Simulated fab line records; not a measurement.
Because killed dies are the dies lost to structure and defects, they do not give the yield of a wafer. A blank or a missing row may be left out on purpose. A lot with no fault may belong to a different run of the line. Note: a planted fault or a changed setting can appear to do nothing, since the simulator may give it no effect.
Which of the tools did it? -- flow gf180mcu -- Sampling: 13 lots, 39 wafers, 5 of 602 route steps

== WHAT THE GAUGES READ, wafer by wafer ==
GF_HV_LDD_TW_MEAS_50.
lot,measured,on,HV_LDD_4_TW
L616,day 14 07:09,filmMetro-03,571 573 571
L618,day 15 01:31,filmMetro-03,512 510 509
L621,day 16 02:41,filmMetro-03,507 505 507
L622,day 16 11:38,filmMetro-04,561 561 562
L623,day 16 16:24,filmMetro-03,570 567 568
L624,day 17 00:11,filmMetro-04,563 559 564
L625,day 17 15:23,filmMetro-04,564 561 564
L626,day 17 19:23,filmMetro-01,565 565 567
L628,day 18 10:59,filmMetro-01,567 567 570
L629,day 18 17:26,filmMetro-03,568 567 569
L630,day 18 23:20,filmMetro-04,567 565 563
L632,day 19 13:55,filmMetro-01,565 563 565
L633,day 20 01:59,filmMetro-04,567 562 562

GF_M2_RS_MEAS_05: the measuring method here is four-point-probe.
lot,measured,on,M2_ALCU_RS (ohm/sq)
L616,day 20 11:40,filmMetro-02,0.0696 0.0695 0.0693
L618,day 21 08:33,filmMetro-02,0.0699 0.0707 0.0695
L621,day 22 10:23,filmMetro-02,0.0694 0.0700 0.0700
L622,day 22 19:34,filmMetro-03,0.0710 0.0704 0.0702
L623,day 22 22:20,filmMetro-04,0.0707 0.0706 0.0707
L624,day 23 09:40,filmMetro-02,0.0691 0.0693 0.0697
L625,day 23 22:04,filmMetro-02,0.0693 0.0702 0.0686
L626,day 24 03:04,filmMetro-04,0.0709 0.0708 0.0706
L628,day 24 17:41,filmMetro-02,0.0708 0.0707 0.0715
L629,day 25 00:56,filmMetro-02,0.0695 0.0695 0.0691
L630,day 25 05:20,filmMetro-04,0.0693 0.0701 0.0698
L632,day 25 18:25,filmMetro-04,0.0706 0.0696 0.0710
L633,day 26 05:05,filmMetro-02,0.0727 0.0723 0.0718

== TOOL THAT RAN EACH LOT (tool first, then ch and the chambers of the sampled wafers, then the start) ==
lot,GF_VT_IMPLANT_STRIP_09,GF_HV_LDD_IMPLANT_48,GF_M2_SPUTTER_03
L616,"plasmaAsher-02 ch 0,1, day 7 07:35","implanter-04 ch 0, day 14 06:56","pvdSputter-03, day 20 11:34"
L618,"plasmaAsher-03 ch 0,1, day 7 18:58","implanter-03 ch 0, day 15 01:16","pvdSputter-04, day 21 08:29"
L621,"plasmaAsher-03 ch 0, day 8 14:09","implanter-03 ch 0, day 16 02:27","pvdSputter-04, day 22 10:19"
L622,"plasmaAsher-03 ch 0,1, day 8 19:33","implanter-02 ch 0, day 16 11:20","pvdSputter-02, day 22 19:31"
L623,"plasmaAsher-01 ch 0,1, day 8 23:36","implanter-02 ch 0, day 16 16:11","pvdSputter-04, day 22 22:14"
L624,"plasmaAsher-03 ch 0,1, day 9 05:16","implanter-02 ch 0, day 16 23:56","pvdSputter-02, day 23 09:36"
L625,"plasmaAsher-01 ch 0,1, day 9 17:31","implanter-02 ch 0, day 17 15:09","pvdSputter-03, day 23 21:59"
L626,"plasmaAsher-02 ch 0,1, day 9 17:58","implanter-02 ch 0, day 17 19:08","pvdSputter-02, day 24 03:00"
L628,"plasmaAsher-02 ch 0,1, day 10 07:38","implanter-03 ch 0, day 18 10:46","pvdSputter-04, day 24 17:35"
L629,"plasmaAsher-03 ch 0,1, day 10 13:34","implanter-02 ch 0, day 18 17:11","pvdSputter-02, day 25 00:52"
L630,"plasmaAsher-01 ch 0,1, day 10 17:21","implanter-02 ch 0, day 18 23:07","pvdSputter-03, day 25 05:14"
L632,"plasmaAsher-01 ch 0,1, day 11 03:40","implanter-03 ch 0, day 19 13:41","pvdSputter-04, day 25 18:20"
L633,"plasmaAsher-02 ch 0,1, day 11 11:28","implanter-03 ch 0, day 20 01:45","pvdSputter-04, day 26 05:00"
- GF_VT_IMPLANT_STRIP_09: strips in O2/N2.
- GF_HV_LDD_IMPLANT_48
- GF_M2_SPUTTER_03: material Ti, target thk 10 nm, time 6.7 s.

== AS READ BY THE TOOLS THEMSELVES (means over the sampled wafers that have a number; for cases with no such wafer, the mark the record gives instead) ==
GF_VT_IMPLANT_STRIP_09.
lot,tool,drypumpMotorCurrentA (A),heaterPowerW (W),oesProductAu (a.u.),stripTimeToEndpointS (s)
L616,plasmaAsher-02,6.1,334,0.718,12.61
L618,plasmaAsher-03,5.4,340,0.720,12.63
L621,plasmaAsher-03,4.8,365,0.717,12.65
L622,plasmaAsher-03,5.3,347,0.718,12.64
L623,plasmaAsher-01,5.8,314,0.714,12.63
L624,plasmaAsher-03,5.4,347,0.720,12.67
L625,plasmaAsher-01,6.1,293,0.715,12.61
L626,plasmaAsher-02,6.0,347,0.718,12.59
L628,plasmaAsher-02,6.1,340,0.713,12.56
L629,plasmaAsher-03,5.9,327,0.717,12.65
L630,plasmaAsher-01,5.8,310,0.720,12.60
L632,plasmaAsher-01,5.8,307,0.717,12.68
L633,plasmaAsher-02,6.1,344,0.716,12.65

GF_HV_LDD_IMPLANT_48.
lot,tool,beamOnS (s)
L616,implanter-04,9.92
L618,implanter-03,9.90
L621,implanter-03,9.99
L622,implanter-02,9.98
L623,implanter-02,9.97
L624,implanter-02,9.98
L625,implanter-02,10.29
L626,implanter-02,9.84
L628,implanter-03,9.98
L629,implanter-02,9.95
L630,implanter-02,9.91
L632,implanter-03,10.04
L633,implanter-03,10.06

GF_M2_SPUTTER_03.
lot,tool,throttleValvePct (%)
L616,pvdSputter-03,30.4
L618,pvdSputter-04,29.9
L621,pvdSputter-04,30.0
L622,pvdSputter-02,31.9
L623,pvdSputter-04,30.5
L624,pvdSputter-02,31.1
L625,pvdSputter-03,30.0
L626,pvdSputter-02,31.4
L628,pvdSputter-04,29.1
L629,pvdSputter-02,30.6
L630,pvdSputter-03,29.1
L632,pvdSputter-04,29.9
L633,pvdSputter-04,29.5

== THE ANSWER, worked out from the rows above alone ==
Rule: what is usual is taken from the lots themselves. Put in order of their means at a reading, lots are off if they are a third of the lots or fewer, leave a main group of 4 or more, and stand apart from it by a gap of 3 or more times the standard deviation of the main group's means; of several such gaps the widest counts. The tables above print the reading to a certain number of digits; a main group whose means all agree to those digits is not used. Also off: a lot with no number at a reading for which 4 or more lots have one. Any other lot the step has rows for is counted as sound. First the gauges in route order, then the tools' own readings, where a lot's mean is used as printed above. The first step at which some lot is off is used, and at that step the reading that is off furthest; a lot without a number counts as furthest.
Off: L618, L621, seen at GF_HV_LDD_TW_MEAS_50 (HV_LDD_4_TW). Mean 566 and standard deviation 3 in the main group.
A tool fits if, at a process step before that reading, it ran every lot that is off, and no sound lot after the first of them. Gauges at GF_HV_LDD_TW_MEAS_50: tried the same way as those tools. Not one of the candidates tried fits.

== WHAT WAS PUT IN BY THE SIMULATOR ==
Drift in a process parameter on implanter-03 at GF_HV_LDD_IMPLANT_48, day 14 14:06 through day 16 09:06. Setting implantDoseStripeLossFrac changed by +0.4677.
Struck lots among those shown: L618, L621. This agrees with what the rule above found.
